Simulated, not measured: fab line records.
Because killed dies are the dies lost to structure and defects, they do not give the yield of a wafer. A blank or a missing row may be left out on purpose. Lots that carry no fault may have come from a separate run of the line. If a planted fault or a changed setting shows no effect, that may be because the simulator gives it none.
fab line records	flow sky130
[record] lots = 6	wafers = 18	lastDay = 50
route steps=708 shown POLY_GATE@234 LDD_N@237 PAD_OPEN@708
lots untouched by any fault: they come from a run of this same line in which no faults occurred
startH: hours from the record's first day to the start of the lot's first wafer shown	waitH: hours from the lot's prior step to this one	" as in the row above	L1.1+2: several wafers, shown together as one row	- no value present, or no start provided	* or withheld: withheld	< > ~ a bound
route shown NAME@n: a module of which the file shows steps, and the number in the route of the first	usual: average and standard deviation across the fault-free wafers	same: alike in all rows	chamber/n: place in a boat	sites: readings site by site	_std_site: standard deviation of those values	_edge_site: the outer-site mean with the inner-site mean subtracted	radiusMm: how far each site lies from the wafer's centre	mask NAME#n: copy n	behind: tool/chamber where the wafer was last shaped	hold: why the lot was held/for how many hours/how that ended	device: the transistor (n, p or np) that didn't switch	end of line: tests run on the same wafers once the route is complete	step lacking rows: just its recipe	killed: count of dies lost to structure and defects at first sort (not the wafer's yield)	map: dies across one wafer; x = killed, . = not, _ = none there
set.NAME: the setting the step ran with; set.NAME@STEP: the setting that earlier step ran with	model.NAME: the simulator's own value behind a step, which no gauge read
lots at some steps of the route; a table a step, a row a wafer
services: from which hour (startH, from the record's first day; less than 0 if before it) a tool's chamber was out of use, for how many hours, and why
[[steps]]
[step SKY_POLY_GATE_OXIDATION_20]
[recipe] tempC = 850	ambient = O2	stabiliseS = 600	purgeS = 300	targetThkA = 40	oxTimeS = 899
[step SKY_POLY_GATE_THK_MEAS_21]
[recipe] reads = SiO2_of_POLY_GATE_OXIDATION_20
[usual] POLY_GATE_OXIDATION_THK = 4.00/0.097
lot.wafer	tool	chamber	startH	waitH	POLY_GATE_OXIDATION_THK[nm]
L960.1	filmMetro-03	-	398.44	0.0	4.08
L960.4	"	-	"	"	4.08
L960.5	"	-	"	"	4.11
L963.1	filmMetro-03	-	418.50	0.0	3.76
L963.2	"	-	"	"	3.92
L963.5	"	-	"	"	3.86
L972.3	filmMetro-04	-	505.74	0.0	4.16
L972.4	"	-	"	"	4.06
L972.5	"	-	"	"	4.06
L976.2	filmMetro-04	-	535.03	0.0	3.96
L976.3	"	-	"	"	4.04
L976.6	"	-	"	"	4.01
L979.1	filmMetro-04	-	562.12	0.0	3.82
L979.3	"	-	"	"	3.94
L979.5	"	-	"	"	3.94
L980.1	filmMetro-02	-	568.42	0.0	4.11
L980.3	"	-	"	"	3.99
L980.6	"	-	"	"	3.88
[step SKY_POLY_GATE_CD_MEAS_22]
[usual] cdNm = 150.5/1.8
lot.wafer	tool	chamber	startH	waitH	cdNm
L960.1	cdSem-02	-	398.50	0.1	149.8
L960.4	"	-	"	"	149.1
L960.5	"	-	"	"	147.9
L963.1	cdSem-01	-	418.56	0.1	151.5
L963.2	"	-	"	"	152.2
L963.5	"	-	"	"	151.4
L972.3	cdSem-01	-	505.83	0.1	151.7
L972.4	"	-	"	"	149.9
L972.5	"	-	"	"	152.7
L976.2	cdSem-01	-	535.11	0.1	150.0
L976.3	"	-	"	"	148.0
L976.6	"	-	"	"	148.6
L979.1	cdSem-02	-	562.18	0.1	152.8
L979.3	"	-	"	"	151.9
L979.5	"	-	"	"	151.3
L980.1	cdSem-01	-	568.48	0.1	152.5
L980.3	"	-	"	"	149.3
L980.6	"	-	"	"	151.0
[step SKY_LDD_N_DEHYDRATE_00]
[recipe] tempC = 200	timeS = 60
[step SKY_LDD_N_HMDS_01]
[recipe] primeTimeS = 60	primeTempC = 120
[step SKY_LDD_N_COAT_02]
[recipe] resist = NOVOLAK	spinRpm = 3000	resistThkNm = 300
[step SKY_LDD_N_SOFTBAKE_03]
[recipe] tempC = 90	timeS = 60	resist = NOVOLAK
[step SKY_LDD_N_EXPOSE_04]
[recipe] maskId = NTM	targetCdNm = 840	na = 0.6	sourceShape = conventional	sigmaOuter = 0.6	doseMj = 110
[step SKY_LDD_N_PEB_05]
[recipe] tempC = withheld	timeS = *	resist = NOVOLAK
[step SKY_LDD_N_DEVELOP_06]
[recipe] developTimeS = 60	devTempC = 23
[step SKY_LDD_N_OVL_MEAS_07]
[usual] LDD_N_OVL = -1.1/1.4
lot.wafer	tool	chamber	startH	waitH	LDD_N_OVL[nm]
L960.1	overlay-02	-	428.43	0.1	-2.4
L960.4	"	-	"	"	-2.2
L960.5	"	-	"	"	-0.6
L963.1	overlay-01	-	448.97	0.1	-0.7
L963.2	"	-	"	"	0.2
L963.5	"	-	"	"	-1.3
L972.3	overlay-01	-	535.63	0.1	-3.7
L972.4	"	-	"	"	-4.6
L972.5	"	-	"	"	-0.6
L976.2	overlay-01	-	565.48	0.1	-1.4
L976.3	"	-	"	"	-2.4
L976.6	"	-	"	"	-0.6
L979.1	overlay-01	-	591.38	0.1	-1.7
L979.3	"	-	"	"	0.2
L979.5	"	-	"	"	-2.8
L980.1	overlay-02	-	597.88	0.1	-1.3
L980.3	"	-	"	"	-1.5
L980.6	"	-	"	"	-0.3
[step SKY_LDD_N_IMPLANT_08]
[recipe] species = As	energyKev = 20	doseCm2 = 7.5e+13	tiltDeg = withheld	rotationDeg = 23
[step SKY_LDD_N_IMPLANT_09]
[recipe] species = As	energyKev = 20	doseCm2 = 7.5e+13	tiltDeg = withheld	rotationDeg = 113
[usual] beamOnS = 10.00/0.21	doseIonsCm2 = 7.499e+13/8.7e+10	faradayCurrentUA = 423/8.7
lot.wafer	tool	chamber	startH	waitH	beamOnS	doseIonsCm2	faradayCurrentUA
L960.1	implanter-02	0	428.61	0.1	10.28	7.498e+13	409
L960.4	"	0	"	"	10.17	7.497e+13	416
L960.5	"	0	"	"	10.41	7.517e+13	404
L963.1	implanter-04	0	449.16	0.1	9.98	7.497e+13	424
L963.2	"	0	"	"	10.16	7.496e+13	416
L963.5	"	0	"	"	10.39	7.494e+13	408
L972.3	implanter-02	0	535.86	0.1	10.04	7.488e+13	420
L972.4	"	0	"	"	10.58	7.496e+13	400
L972.5	"	0	"	"	9.78	7.491e+13	432
L976.2	implanter-04	0	565.69	0.1	12.23	1.1504e+14	529
L976.3	"	0	"	"	12.59	1.1516e+14	515
L976.6	"	0	"	"	11.95	1.1498e+14	543
L979.1	implanter-04	0	591.56	0.1	12.17	1.15e+14	534
L979.3	"	0	"	"	12.22	1.1506e+14	531
L979.5	"	0	"	"	12.33	1.15e+14	526
L980.1	implanter-02	0	598.06	0.1	9.98	7.512e+13	424
L980.3	"	0	"	"	10.10	7.503e+13	419
L980.6	"	0	"	"	9.67	7.495e+13	435
[step SKY_LDD_N_IMPLANT_10]
[recipe] species = As	energyKev = 20	doseCm2 = 7.5e+13	tiltDeg = withheld	rotationDeg = 203
[step SKY_LDD_N_IMPLANT_11]
[recipe] species = As	energyKev = 20	doseCm2 = 7.5e+13	tiltDeg = withheld	rotationDeg = 293
[step SKY_LDD_N_IMPLANT_12]
[recipe] species = BF2	energyKev = 50	doseCm2 = 5e+12	tiltDeg = 30	rotationDeg = 0
[step SKY_LDD_N_IMPLANT_13]
[recipe] species = BF2	energyKev = 50	doseCm2 = 5e+12	tiltDeg = 30	rotationDeg = 90
[step SKY_LDD_N_IMPLANT_14]
[recipe] species = BF2	energyKev = 50	doseCm2 = 5e+12	tiltDeg = 30	rotationDeg = 180
[step SKY_LDD_N_IMPLANT_15]
[recipe] species = BF2	energyKev = 50	doseCm2 = 5e+12	tiltDeg = 30	rotationDeg = 270
[step SKY_LDD_N_STRIP_16]
[recipe] chemistry = O2/N2	powerW = 1400	pressureMtorr = 1500	platenTempC = withheld	o2FlowSccm = 3000	n2FlowSccm = 300	overashFraction = 0.5
[usual] drypumpMotorCurrentA = 5.7/0.34	oesProductAu = 0.407/0.0047	stripTimeToEndpointS = 4.323/0.012
lot.wafer	tool	chamber	startH	waitH	drypumpMotorCurrentA	oesProductAu	rfHoursCounterH	stripTimeToEndpointS
L960.1	plasmaAsher-02	0	429.66	0.1	5.7	0.408	32	4.313
L960.4	"	0	"	"	5.7	0.396	-	4.300
L960.5	"	0	"	"	5.7	0.397	-	4.325
L963.1	plasmaAsher-02	1	450.21	0.1	5.8	0.403	34	4.331
L963.2	"	0	"	"	5.7	0.399	34	4.338
L963.5	"	1	"	"	5.8	0.414	-	4.332
L972.3	plasmaAsher-04	1	536.89	0.1	6.0	0.413	-	4.316
L972.4	"	0	"	"	5.8	0.406	-	4.302
L972.5	"	0	"	"	5.8	0.411	-	4.317
L976.2	plasmaAsher-03	1	566.71	0.1	5.8	0.409	73	4.456
L976.3	"	1	"	"	5.8	0.400	-	4.453
L976.6	"	0	"	"	4.9	0.408	-	4.434
L979.1	plasmaAsher-02	1	592.61	0.1	5.8	0.407	49	4.425
L979.3	"	0	"	"	5.7	0.421	-	4.435
L979.5	"	1	"	"	5.8	0.406	-	4.421
L980.1	plasmaAsher-03	0	599.11	0.1	4.9	0.407	77	4.311
L980.3	"	1	"	"	5.8	0.409	-	4.328
L980.6	"	0	"	"	4.9	0.413	-	4.323
[step SKY_LDD_N_TW_MEAS_17]
[usual] LDD_N_TW = 2605/29
lot.wafer	tool	chamber	startH	waitH	LDD_N_TW
L960.1	filmMetro-01	-	429.76	0.1	2641
L960.4	"	-	"	"	2649
L960.5	"	-	"	"	2655
L963.1	filmMetro-02	-	450.31	0.1	2628
L963.2	"	-	"	"	2628
L963.5	"	-	"	"	2621
L972.3	filmMetro-03	-	536.98	0.1	2571
L972.4	"	-	"	"	2579
L972.5	"	-	"	"	2573
L976.2	filmMetro-03	-	566.82	0.1	2631
L976.3	"	-	"	"	2636
L976.6	"	-	"	"	2636
L979.1	filmMetro-03	-	592.71	0.1	2649
L979.3	"	-	"	"	2651
L979.5	"	-	"	"	2646
L980.1	filmMetro-01	-	599.21	0.1	2630
L980.3	"	-	"	"	2627
L980.6	"	-	"	"	2641
[step SKY_PAD_OPEN_PROBE_99]
[usual] killed_at_M0_to_M3 = 44/7.7	killed_at_M4_up = 3.2/1.7	killedAtContacts = 24/5.3	killedAtFrontEnd = 15/4.3	killedAtOther = 0.3/0.57	killedDies = 87/11	killedOpen = 47/7.4	killedShort = 40/6.5
[same] grossDies = 492	killedAtBackSide = 0
lot.wafer	tool	chamber	startH	waitH	killed_at_M0_to_M3	killed_at_M4_up	killedAtContacts	killedAtFrontEnd	killedAtOther	killedDies	killedOpen	killedShort	model.etest.tipN.rsOhmSq
L960.1	prober-01	-	1091.20	0.1	50	1	38	22	0	111	57	54	439.9
L960.4	prober-01	-	1091.35	0.2	42	2	30	13	0	87	42	45	441.7
L960.5	prober-01	-	1091.40	0.2	52	6	22	16	0	96	56	40	441.8
L963.1	prober-01	-	1107.49	0.1	36	2	29	13	0	80	47	33	439.5
L963.2	prober-01	-	1107.54	0.1	27	5	23	15	0	70	35	35	437.2
L963.5	prober-01	-	1107.69	0.2	39	3	17	16	0	75	49	26	436.4
L972.3	prober-02	-	1162.39	0.2	33	3	23	16	0	75	41	33	446.3
L972.4	prober-02	-	1162.44	0.2	35	5	26	20	0	86	50	36	440.9
L972.5	prober-02	-	1162.49	0.2	44	4	23	15	0	86	52	34	443.1
L976.2	prober-01	-	1179.60	0.1	41	0	37	21	0	99	59	40	412.1
L976.3	prober-01	-	1179.65	0.2	43	4	30	14	0	91	45	46	414.9
L976.6	prober-01	-	1179.80	0.2	43	6	23	21	0	93	57	36	415
L979.1	prober-02	-	1191.10	0.1	62	4	33	12	1	112	65	47	407.1
L979.3	prober-02	-	1191.20	0.2	42	2	18	22	0	84	46	38	406.8
L979.5	prober-02	-	1191.30	0.2	54	1	29	20	0	104	62	41	407.7
L980.1	prober-01	-	1194.14	0.1	33	4	24	17	2	80	43	36	442.5
L980.3	prober-01	-	1194.24	0.2	35	4	20	12	0	71	38	33	443.6
L980.6	prober-01	-	1194.39	0.2	44	1	27	12	1	85	40	44	443.5
// killed by level:class
L960.1 CONTACT:geometricParticle:open=14 CONTACT:geometricParticle:short=10 LI_CONTACT:geometricParticle:open=9 METAL1:geometricParticle:short=7 VIA1:geometricParticle:short=7 FIELD_ISO:geometricParticle:open=6 VIA3:geometricParticle:open=6 POLY_GATE:geometricParticle:open=5
L960.4 CONTACT:geometricParticle:open=9 VIA1:geometricParticle:open=9 METAL2:geometricParticle:short=8 LI_CONTACT:geometricParticle:open=7 CONTACT:geometricParticle:short=7 VIA1:geometricParticle:short=6 FIELD_ISO:geometricParticle:open=5 LI_CONTACT:geometricParticle:short=5
L960.5 VIA1:geometricParticle:open=13 FIELD_ISO:geometricParticle:open=9 VIA3:geometricParticle:open=8 CONTACT:geometricParticle:open=8 CONTACT:geometricParticle:short=6 VIA1:geometricParticle:short=6 VIA2:geometricParticle:open=5 METAL2:geometricParticle:short=5
L963.1 CONTACT:geometricParticle:open=10 VIA1:geometricParticle:short=7 LI_CONTACT:geometricParticle:open=6 VIA3:geometricParticle:open=6 VIA1:geometricParticle:open=6 POLY_GATE:geometricParticle:open=5 CONTACT:geometricParticle:short=5 LI_CONTACT:geometricParticle:short=4
L963.2 CONTACT:geometricParticle:open=11 VIA1:geometricParticle:short=5 FIELD_ISO:geometricParticle:short=4 METAL1:geometricParticle:short=4 LOCAL_INTERCONNECT:geometricParticle:short=4 VIA1:geometricParticle:open=4 FIELD_ISO:geometricParticle:open=3 POLY_GATE:geometricParticle:open=3
L963.5 VIA1:geometricParticle:open=9 VIA3:geometricParticle:open=7 CONTACT:geometricParticle:open=6 LI_CONTACT:geometricParticle:open=6 POLY_GATE:geometricParticle:open=5 VIA2:geometricParticle:open=5 VIA3:geometricParticle:short=5 VIA1:geometricParticle:short=4
L972.3 VIA3:geometricParticle:open=7 CONTACT:geometricParticle:open=7 CONTACT:geometricParticle:short=7 VIA1:geometricParticle:open=6 FIELD_ISO:geometricParticle:open=5 LI_CONTACT:geometricParticle:open=5 VIA2:geometricParticle:open=5 FIELD_ISO:geometricParticle:short=4
L972.4 CONTACT:geometricParticle:open=10 LI_CONTACT:geometricParticle:open=8 VIA3:geometricParticle:open=7 VIA1:geometricParticle:open=6 SPACER:geometricParticle:open=5 POLY_GATE:geometricParticle:short=4 METAL1:geometricParticle:short=4 METAL2:geometricParticle:short=4
L972.5 VIA1:geometricParticle:open=12 CONTACT:geometricParticle:open=11 VIA3:geometricParticle:open=8 LI_CONTACT:geometricParticle:open=6 METAL2:geometricParticle:short=5 LI_CONTACT:geometricParticle:short=4 METAL1:geometricParticle:short=4 VIA1:geometricParticle:short=4
L976.2 CONTACT:geometricParticle:open=16 VIA3:geometricParticle:open=11 CONTACT:geometricParticle:short=7 VIA2:geometricParticle:open=7 METAL2:geometricParticle:short=7 METAL1:geometricParticle:short=6 POLY_GATE:geometricParticle:open=5 VIA1:geometricParticle:open=5
L976.3 CONTACT:geometricParticle:open=12 METAL3:geometricParticle:short=8 LI_CONTACT:geometricParticle:open=7 VIA1:geometricParticle:short=7 VIA1:geometricParticle:open=6 VIA3:geometricParticle:open=6 VIA2:geometricParticle:open=5 CONTACT:geometricParticle:short=5
L976.6 VIA2:geometricParticle:open=9 CONTACT:geometricParticle:open=9 LI_CONTACT:geometricParticle:open=8 VIA3:geometricParticle:open=6 FIELD_ISO:geometricParticle:open=5 VIA1:geometricParticle:open=5 METAL2:geometricParticle:short=5 POLY_GATE:geometricParticle:open=4
L979.1 VIA1:geometricParticle:open=13 CONTACT:geometricParticle:open=13 VIA3:geometricParticle:open=11 METAL2:geometricParticle:short=10 VIA1:geometricParticle:short=8 LI_CONTACT:geometricParticle:open=7 METAL1:geometricParticle:short=7 VIA2:geometricParticle:open=6
L979.3 VIA1:geometricParticle:open=11 FIELD_ISO:geometricParticle:short=10 CONTACT:geometricParticle:open=7 LI_CONTACT:geometricParticle:open=6 VIA1:geometricParticle:short=6 POLY_GATE:geometricParticle:open=5 VIA2:geometricParticle:short=5 VIA3:geometricParticle:open=5
L979.5 VIA1:geometricParticle:open=17 VIA3:geometricParticle:open=14 CONTACT:geometricParticle:short=9 CONTACT:geometricParticle:open=8 POLY_GATE:geometricParticle:short=7 LI_CONTACT:geometricParticle:open=7 POLY_GATE:geometricParticle:open=5 METAL1:geometricParticle:short=5
L980.1 CONTACT:geometricParticle:open=8 LOCAL_INTERCONNECT:geometricParticle:short=7 VIA3:geometricParticle:open=6 VIA1:geometricParticle:open=5 VIA1:geometricParticle:short=5 VIA2:geometricParticle:open=5 FIELD_ISO:geometricParticle:open=4 LI_CONTACT:geometricParticle:open=4
L980.3 VIA3:geometricParticle:open=9 CONTACT:geometricParticle:open=7 CONTACT:geometricParticle:short=5 METAL2:geometricParticle:short=5 VIA1:geometricParticle:open=5 LI_CONTACT:geometricParticle:open=4 VIA3:geometricParticle:short=4 FIELD_ISO:geometricParticle:short=3
L980.6 VIA1:geometricParticle:short=9 LI_CONTACT:geometricParticle:open=8 VIA1:geometricParticle:open=8 CONTACT:geometricParticle:short=7 VIA3:geometricParticle:open=6 POLY_GATE:geometricParticle:short=5 CONTACT:geometricParticle:open=5 POLY_GATE:geometricParticle:open=4
[[services]]
tool	chamber	startH	hours	kind
plasmaAsher-03	-	418.12	2.8	pm
plasmaAsher-04	-	421.25	9.0	pm
plasmaAsher-04	0	421.25	9.0	ventCycle
plasmaAsher-04	1	421.25	9.0	ventCycle
plasmaAsher-04	0	430.25	-	clean
plasmaAsher-04	1	430.25	-	clean
implanter-02	-	436.01	2.5	pm
implanter-04	-	468.29	1.6	repair
plasmaAsher-03	-	494.48	44.3	pm
plasmaAsher-02	-	567.58	1.8	repair
[[key]]
[firstSign] step = SKY_LDD_N_IMPLANT_09	reading = doseIonsCm2	direction = up	sigmas = 99+	usual = *	struck = *
[effect] step = SKY_LDD_N_IMPLANT_09	reading = faradayCurrentUA	direction = up	sigmas = 12	usual = 423	struck = 529
[effect] step = SKY_LDD_N_STRIP_16	reading = stripTimeToEndpointS	direction = up	sigmas = 9.3	usual = *	struck = *
[modelEffect] step = SKY_PAD_OPEN_PROBE_99	value = etest.tipN.rsOhmSq	without = 442.7	struck = 410.6
metAt SKY_LDD_N_IMPLANT_09
struckWafers L976.2,L976.3,L976.6,L979.1,L979.3,L979.5
testerLeftOut L976,L979
onsetBetween 449.16 565.69
[fault] kind = processParameterDrift	tool = implanter-04	chamber = -	onsetH = 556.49	steps = SKY_LDD_N_IMPLANT_09	channel = doseCm2	offset = *	shape = step	endH = 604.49	actsIn = *	stated = *
// testerLeftOut: of these lots the tester's yield and bins aren't shown, on N5 and GAA mostly nor the transistor test; their killed dies are dies lost to structure and defects alone, not to doping, threshold or leakage, so they don't give the yield
